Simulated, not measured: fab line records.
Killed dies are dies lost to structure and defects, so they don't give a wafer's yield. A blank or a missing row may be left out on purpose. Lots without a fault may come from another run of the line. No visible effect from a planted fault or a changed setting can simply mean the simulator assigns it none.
Which tool did it? :: flow sky130 :: 13 lots, 39 wafers sampled, at 4 steps of a route of 708

WHAT THE GAUGES SHOWED, per wafer
SKY_FIELD_ISO_BOW_MEAS_00. Usual: INCOMING_BOW 0 um, standard deviation 6.3.
lot: L755
measured: day 1 10:04
on: film metro-01
INCOMING_BOW (um): 3 8 3
flag: 

lot: L756
measured: day 1 15:04
on: film metro-04
INCOMING_BOW (um): -7 -9 6
flag: 

lot: L758
measured: day 2 01:00
on: film metro-01
INCOMING_BOW (um): -2 12 10
flag: 

lot: L760
measured: day 2 11:00
on: film metro-01
INCOMING_BOW (um): 7 4 -1
flag: 

lot: L761
measured: day 2 16:00
on: film metro-04
INCOMING_BOW (um): -2 -12 -4
flag: 

lot: L762
measured: day 2 21:02
on: film metro-04
INCOMING_BOW (um): -12 -15 -1
flag: 

lot: L763
measured: day 3 02:02
on: film metro-01
INCOMING_BOW (um): 2 14 0
flag: 

lot: L767
measured: day 3 22:02
on: film metro-04
INCOMING_BOW (um): 7 6 -8
flag: 

lot: L769
measured: day 4 08:00
on: film metro-03
INCOMING_BOW (um): -3 -5 -5
flag: 

lot: L774
measured: day 5 09:00
on: film metro-04
INCOMING_BOW (um): 12 -2 5
flag: 

lot: L775
measured: day 5 14:00
on: film metro-03
INCOMING_BOW (um): 5 -1 10
flag: 

lot: L776
measured: day 5 19:00
on: film metro-01
INCOMING_BOW (um): -5 5 -6
flag: 

lot: L777
measured: day 6 00:01
on: film metro-03
INCOMING_BOW (um): 5 2 -1
flag: 

SKY_VT_ADJUST_NCORE_OVL_MEAS_08. Usual: VT_ADJUST_NCORE_OVL -1.4 nm, standard deviation 1.4.
lot: L755
measured: day 8 18:52
on: overlay-01
VT_ADJUST_NCORE_OVL (nm): 3.5 1.9 0.6
flag: 

lot: L756
measured: day 9 00:32
on: overlay-02
VT_ADJUST_NCORE_OVL (nm): -3.1 -1.5 -2.8
flag: 

lot: L758
measured: day 9 09:56
on: overlay-01
VT_ADJUST_NCORE_OVL (nm): -3.0 -1.8 -2.7
flag: 

lot: L760
measured: day 10 03:19
on: overlay-01
VT_ADJUST_NCORE_OVL (nm): -0.4 -1.8 1.2
flag: 

lot: L761
measured: day 10 09:18
on: overlay-02
VT_ADJUST_NCORE_OVL (nm): -1.8 -0.3 -1.2
flag: 

lot: L762
measured: day 10 11:10
on: overlay-01
VT_ADJUST_NCORE_OVL (nm): -2.6 -4.1 -3.3
flag: 

lot: L763
measured: day 11 03:37
on: overlay-01
VT_ADJUST_NCORE_OVL (nm): -1.8 -2.1 -0.1
flag: 

lot: L767
measured: day 12 09:40
on: overlay-02
VT_ADJUST_NCORE_OVL (nm): -1.4 0.1 -1.7
flag: 

lot: L769
measured: day 12 11:19
on: overlay-01
VT_ADJUST_NCORE_OVL (nm): 0.3 -1.2 0.1
flag: 

lot: L774
measured: day 14 12:09
on: overlay-02
VT_ADJUST_NCORE_OVL (nm): 1.9 -1.1 2.0
flag: 

lot: L775
measured: day 14 15:01
on: overlay-01
VT_ADJUST_NCORE_OVL (nm): -2.8 -1.1 -4.4
flag: 

lot: L776
measured: day 15 11:54
on: overlay-01
VT_ADJUST_NCORE_OVL (nm): -0.5 -1.7 0.2
flag: 

lot: L777
measured: day 15 14:49
on: overlay-02
VT_ADJUST_NCORE_OVL (nm): -2.9 -0.8 -0.9
flag: 

WHICH TOOL RAN EACH LOT (tool, then ch and the chambers of the sampled wafers, then the start)
lot: L755
SKY_DNWELL_EXPOSE_04: iline stepper-02 ch 0, day 3 01:41
SKY_VT_ADJUST_LVTN_STRIP_20: plasma asher-02 ch 0,1, day 8 00:00

lot: L756
SKY_DNWELL_EXPOSE_04: iline stepper-01 ch 0, day 3 06:31
SKY_VT_ADJUST_LVTN_STRIP_20: plasma asher-03 ch 0,1, day 8 04:30

lot: L758
SKY_DNWELL_EXPOSE_04: iline stepper-02 ch 0, day 3 13:07
SKY_VT_ADJUST_LVTN_STRIP_20: plasma asher-04 ch 0,1, day 8 13:19

lot: L760
SKY_DNWELL_EXPOSE_04: iline stepper-02 ch 0, day 4 04:46
SKY_VT_ADJUST_LVTN_STRIP_20: plasma asher-04 ch 0,1, day 9 06:28

lot: L761
SKY_DNWELL_EXPOSE_04: iline stepper-02 ch 0, day 4 07:19
SKY_VT_ADJUST_LVTN_STRIP_20: plasma asher-03 ch 0,1, day 9 10:52

lot: L762
SKY_DNWELL_EXPOSE_04: iline stepper-02 ch 0, day 4 11:10
SKY_VT_ADJUST_LVTN_STRIP_20: plasma asher-02 ch 0,1, day 9 13:00

lot: L763
SKY_DNWELL_EXPOSE_04: iline stepper-02 ch 0, day 4 16:14
SKY_VT_ADJUST_LVTN_STRIP_20: plasma asher-04 ch 0,1, day 10 05:18

lot: L767
SKY_DNWELL_EXPOSE_04: iline stepper-01 ch 0, day 5 11:34
SKY_VT_ADJUST_LVTN_STRIP_20: plasma asher-02 ch 0,1, day 11 10:03

lot: L769
SKY_DNWELL_EXPOSE_04: iline stepper-01 ch 0, day 6 01:41
SKY_VT_ADJUST_LVTN_STRIP_20: plasma asher-02 ch 0,1, day 11 11:20

lot: L774
SKY_DNWELL_EXPOSE_04: iline stepper-01 ch 0, day 7 07:19
SKY_VT_ADJUST_LVTN_STRIP_20: plasma asher-03 ch 0,1, day 13 09:38

lot: L775
SKY_DNWELL_EXPOSE_04: iline stepper-01 ch 0, day 7 13:10
SKY_VT_ADJUST_LVTN_STRIP_20: plasma asher-03 ch 0,1, day 13 12:13

lot: L776
SKY_DNWELL_EXPOSE_04: iline stepper-01 ch 0, day 7 23:01
SKY_VT_ADJUST_LVTN_STRIP_20: plasma asher-04 ch 0,1, day 14 08:53

lot: L777
SKY_DNWELL_EXPOSE_04: iline stepper-01 ch 0, day 8 05:42
SKY_VT_ADJUST_LVTN_STRIP_20: plasma asher-02 ch 0,1, day 14 11:55
- SKY_DNWELL_EXPOSE_04: exposes mask DNM, target cd 3000 nm.
- SKY_VT_ADJUST_LVTN_STRIP_20: strips in O2/N2.

AS READ BY THE TOOLS THEMSELVES (means over the sampled wafers that have a number; for cases with no such wafer, the mark the record gives instead)
SKY_VT_ADJUST_LVTN_STRIP_20. Usual: chamber pressure mTorr 1500.0 mTorr, standard deviation 1.4; drypump motor current A 5.91 A, standard deviation 0.29; o2 flow sccm 3001 sccm, standard deviation 8.4; oes product au 0.716 a.u., standard deviation 0.0048; strip time to endpoint s 14.19 s, standard deviation 0.032.
lot: L755
tool: plasma asher-02
chamber pressure mTorr (mTorr): 1500.1
drypump motor current A (A): 6.02
o2 flow sccm (sccm): 3009
oes product au (a.u.): 0.713
strip time to endpoint s (s): 14.22
flag: 

lot: L756
tool: plasma asher-03
chamber pressure mTorr (mTorr): 1500.9
drypump motor current A (A): 5.89
o2 flow sccm (sccm): 2996
oes product au (a.u.): 0.717
strip time to endpoint s (s): 14.17
flag: 

lot: L758
tool: plasma asher-04
chamber pressure mTorr (mTorr): 1500.7
drypump motor current A (A): 5.75
o2 flow sccm (sccm): 2999
oes product au (a.u.): 0.715
strip time to endpoint s (s): 14.18
flag: 

lot: L760
tool: plasma asher-04
chamber pressure mTorr (mTorr): 1501.5
drypump motor current A (A): 5.74
o2 flow sccm (sccm): 2992
oes product au (a.u.): 0.709
strip time to endpoint s (s): 14.19
flag: 

lot: L761
tool: plasma asher-03
chamber pressure mTorr (mTorr): 1500.1
drypump motor current A (A): 5.90
o2 flow sccm (sccm): 2999
oes product au (a.u.): 0.717
strip time to endpoint s (s): 14.16
flag: 

lot: L762
tool: plasma asher-02
chamber pressure mTorr (mTorr): 1500.6
drypump motor current A (A): 6.00
o2 flow sccm (sccm): 2994
oes product au (a.u.): 0.719
strip time to endpoint s (s): 14.17
flag: 

lot: L763
tool: plasma asher-04
chamber pressure mTorr (mTorr): 1499.1
drypump motor current A (A): 5.74
o2 flow sccm (sccm): 3008
oes product au (a.u.): 0.713
strip time to endpoint s (s): 14.26
flag: 

lot: L767
tool: plasma asher-02
chamber pressure mTorr (mTorr): 1498.9
drypump motor current A (A): 6.13
o2 flow sccm (sccm): 2990
oes product au (a.u.): 0.717
strip time to endpoint s (s): 14.18
flag: 

lot: L769
tool: plasma asher-02
chamber pressure mTorr (mTorr): 1499.1
drypump motor current A (A): 5.98
o2 flow sccm (sccm): 3004
oes product au (a.u.): 0.717
strip time to endpoint s (s): 14.17
flag: 

lot: L774
tool: plasma asher-03
chamber pressure mTorr (mTorr): 1500.7
drypump motor current A (A): 5.89
o2 flow sccm (sccm): 3005
oes product au (a.u.): 0.715
strip time to endpoint s (s): 14.18
flag: 

lot: L775
tool: plasma asher-03
chamber pressure mTorr (mTorr): 1500.6
drypump motor current A (A): 5.66
o2 flow sccm (sccm): 2998
oes product au (a.u.): 0.714
strip time to endpoint s (s): 14.23
flag: 

lot: L776
tool: plasma asher-04
chamber pressure mTorr (mTorr): 1500.9
drypump motor current A (A): 5.75
o2 flow sccm (sccm): 2993
oes product au (a.u.): 0.717
strip time to endpoint s (s): 14.22
flag: 

lot: L777
tool: plasma asher-02
chamber pressure mTorr (mTorr): 1499.4
drypump motor current A (A): 6.03
o2 flow sccm (sccm): 2996
oes product au (a.u.): 0.716
strip time to endpoint s (s): 14.18
flag: 

THE ANSWER, worked out from the rows above alone
Rule: take the mean of a lot's wafers that have a number; if it is more than 3 standard deviations from the usual mean, the lot is off. Also off: a lot with no number at a reading for which 4 or more lots have one. Any other lot the step has rows for is counted as sound. First the gauges in route order, then the tools' own readings, where a lot's mean is used as printed above. The first step at which some lot is off is used, and at that step the reading that is off furthest; a lot without a number counts as furthest.
No lot is off on any of the readings shown, so nothing can be concluded from this.

WHAT HAD BEEN PUT IN BY THE SIMULATOR
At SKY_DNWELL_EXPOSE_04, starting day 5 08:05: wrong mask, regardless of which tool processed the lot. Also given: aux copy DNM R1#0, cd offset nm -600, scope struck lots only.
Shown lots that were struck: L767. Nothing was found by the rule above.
